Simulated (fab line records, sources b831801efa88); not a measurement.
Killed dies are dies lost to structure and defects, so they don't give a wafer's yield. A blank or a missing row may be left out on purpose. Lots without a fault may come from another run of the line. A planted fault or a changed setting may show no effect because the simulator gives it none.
Which tool did it? | flow sky130 | 12 lots, 36 wafers sampled, at 2 steps of a route of 708

WHAT THE GAUGES READ, wafer by wafer
SKY_LDD_HVP_OVL_MEAS_07.
lot  | measured     | on         | LDD_HVP_OVL (nm)
L890 | day 22 02:11 | overlay-02 | -0.3 -0.9 -1.6
L891 | day 22 06:23 | overlay-01 | 0.0 -1.4 -1.1
L892 | day 22 14:11 | overlay-01 | -1.8 -3.0 -2.4
L894 | day 23 14:27 | overlay-02 | -2.4 0.5 0.6
L895 | day 23 18:14 | overlay-01 | 0.4 0.3 0.8
L897 | day 24 16:50 | overlay-01 | -1.2 -1.4 -1.3
L898 | day 25 00:47 | overlay-02 | -0.7 -0.8 0.3
L902 | day 26 10:17 | overlay-01 | -1.4 0.9 1.6
L907 | day 28 06:41 | overlay-01 | 1.6 1.0 -0.4
L909 | day 28 21:50 | overlay-02 | -1.1 -0.5 -0.8
L910 | day 29 17:14 | overlay-02 | 0.6 1.8 2.3
L911 | day 29 18:20 | overlay-02 | 0.8 -2.7 -0.7

WHICH TOOL RAN EACH LOT (tool, then ch and the chambers of the sampled wafers, then the start)
lot  | SKY_SONOS_ONO_ETCH_15
L890 | rie_diel-01 ch 0,1,3, day 13 02:44
L891 | rie_diel-02 ch 0,1,2, day 13 07:25
L892 | rie_diel-01 ch 0,2,3, day 13 14:53
L894 | rie_diel-01 ch 0,1, day 14 08:29
L895 | rie_diel-04 ch 0,2,3, day 14 16:26
L897 | rie_diel-04 ch 0,3, day 15 09:11
L898 | rie_diel-02 ch 1,2,3, day 15 18:50
L902 | rie_diel-01 ch 0,1,3, day 17 04:02
L907 | rie_diel-04 ch 2,3, day 19 00:05
L909 | rie_diel-04 ch 0,2, day 19 20:59
L910 | rie_diel-02 ch 1,2,3, day 19 21:52
L911 | rie_diel-04 ch 0,1,3, day 20 07:18
- SKY_SONOS_ONO_ETCH_15: etches the open film in CHF3/O2, target depth 19.52 nm, time 8.167 s.

WHAT THE TOOLS THEMSELVES READ (means of the sampled wafers that have a number; where no wafer has one, the mark that the record gives instead)
SKY_SONOS_ONO_ETCH_15.
lot  | tool        | chf3_flow_sccm (sccm) | drypump_motor_current_A (A) | oes_product_au (a.u.) | throttle_valve_pct (%)
L890 | rie_diel-01 | 50.05                 | 5.5                         | 1.002                 | 8.818
L891 | rie_diel-02 | 50.21                 | 5.6                         | 1.003                 | 8.820
L892 | rie_diel-01 | 49.79                 | 5.5                         | 1.005                 | 8.826
L894 | rie_diel-01 | 49.94                 | 5.8                         | 0.998                 | 8.817
L895 | rie_diel-04 | 50.01                 | 6.0                         | 1.014                 | 8.828
L897 | rie_diel-04 | 49.84                 | 5.8                         | 1.014                 | 8.825
L898 | rie_diel-02 | 50.00                 | 5.5                         | 0.996                 | 8.822
L902 | rie_diel-01 | 50.01                 | 5.5                         | 1.014                 | 8.828
L907 | rie_diel-04 | 49.88                 | 6.3                         | 1.003                 | 8.838
L909 | rie_diel-04 | 49.92                 | 6.2                         | 1.046                 | 8.840
L910 | rie_diel-02 | 50.05                 | 5.5                         | 1.006                 | 8.835
L911 | rie_diel-04 | 49.99                 | 5.9                         | 1.039                 | 8.839

THE ANSWER, worked out from the rows above alone
Rule: what is usual is taken from the lots themselves. Put in order of their means at a reading, lots are off if they are a third of the lots or fewer, leave a main group of 4 or more, and stand apart from it by a gap of 3 or more times the standard deviation of the main group's means; of several such gaps the widest counts. A main group whose means are all the same, to the digits that the tables above print for the reading, isn't used. A lot without any number at a reading at which 4 lots or more have one is off too. The other lots that the step has rows for count as sound. The gauges are gone through in route order, then the tools' own readings, and for those a lot's mean is taken as printed above. The first step at which some lot is off is used, and at that step the reading that is off furthest; a lot without a number counts as furthest.
Off: L909, L911, at SKY_SONOS_ONO_ETCH_15 (oes_product_au). The main group: mean 1.006 a.u., standard deviation 0.0062.
A tool fits if, at that step or a process step before it, it ran every lot that is off, and no sound lot after the first of them. One fits: rie_diel-04 at SKY_SONOS_ONO_ETCH_15. Its last sound lot is L907 (day 19 00:05), its first lot that is off L909 (day 19 20:59): a fault that began between those two fits.
The tool's own readings at SKY_SONOS_ONO_ETCH_15 bear it out: on the lots that are off they differ by more than 5 times the standard deviation of the sound lots' means. oes_product_au reads 1.042 a.u. there against 1.006 a.u. on the sound lots.

WHAT THE SIMULATOR HAD PUT IN
Process parameter drift: rie_diel-04, from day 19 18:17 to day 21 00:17, at SKY_SONOS_ONO_ETCH_15. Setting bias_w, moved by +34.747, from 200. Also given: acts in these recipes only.
Lots struck among those shown: L909, L911. The rule above found the same.
